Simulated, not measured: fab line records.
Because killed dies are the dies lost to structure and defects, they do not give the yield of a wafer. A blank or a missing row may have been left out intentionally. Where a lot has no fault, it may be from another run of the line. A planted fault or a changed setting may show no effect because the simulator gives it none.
Code-filled problem report in 8D (eight disciplines) form | flow gf180mcu | the parts of the form that need people (team, actions taken, sign-off) are left out

== 1. PROBLEM STATEMENT ==
At GF_NSD_SOFTBAKE_03, runLengthS averages 104.4 s over 6 wafers from 2 lots, while fault-free wafers read 89.2 s, standard deviation 0.31. That puts it +49 standard deviations away from the usual mean.
The step: time 60 s.
The first sign was on wafer L379.3 at day 14 18:26, on lithoTrack-04. Wafers with a number at this step in the record: 42, from 14 lots. Rule for "out" (also "out of limits"): further than 4 standard deviations from the usual mean. The rest of the wafers with a number are treated as sound.

== 2. WHAT IT IS AND WHAT IT IS NOT ==
question                    | is                     | is not
which readings at this step | runLengthS             | -
which lots                  | L379, L382             | L374, L376, L378, L384, L387, L389, L390, L391, L393, L394, L396, L397
which wafers of those lots  | all that have a number | -
read on which tools         | lithoTrack-04          | lithoTrack-02, lithoTrack-03
when                        | from day 14 18:26      | up to then (9 sound wafers); but 27 sound wafers of L384, L387, L389, L390, L391, L393, L394, L396, L397 came after

== 3. WHAT RULES OUT EACH SUSPECT ==
Counting: a tool at a process step up to the reading stays a suspect if it ran every lot that is out and no sound lot after the first of them.
- lithoTrack-04 at GF_NSD_SOFTBAKE_03 (time 60 s): ruled out as a lasting fault. The sound lots L393 went through it after L379, its earliest lot that is out (day 14 18:26).
Left after counting: nothing in the record.

== 4. THE CAUSE (what the simulator had put in) ==
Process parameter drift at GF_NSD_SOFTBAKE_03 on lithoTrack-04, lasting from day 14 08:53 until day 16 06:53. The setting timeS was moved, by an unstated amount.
Counting ruled it out, wrongly.

== 5. THE EFFECT CHAIN, in route order ==
Rows list readings where the struck wafers' mean (over those with a number) sits beyond 3 standard deviations from the usual. Scope: only readings with a usual standard deviation given in the record; hours: median across lots of the time from each lot's start at the first step in this table that gives one to its start at this step; sigmas: change in usual standard deviations.
hours | step               | reading    | usual  | on struck wafers | change | sigmas
0     | GF_NSD_SOFTBAKE_03 | runLengthS | 89.2 s | 104.4            | +15.2  | +49
It contains these process steps:
- GF_NSD_SOFTBAKE_03: time 60 s.
Later steps that measure or inspect, where all struck wafers having a row at the step show a number for every such reading and not one has moved that far: GF_PSD_TW_MEAS_11, GF_PSD_RS_MEAS_14.

== 6. HOW IT WOULD HAVE BEEN CAUGHT EARLIER ==
First out-of-limits reading in this record: day 14 18:26, which is 10 hours after fault onset at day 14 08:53.
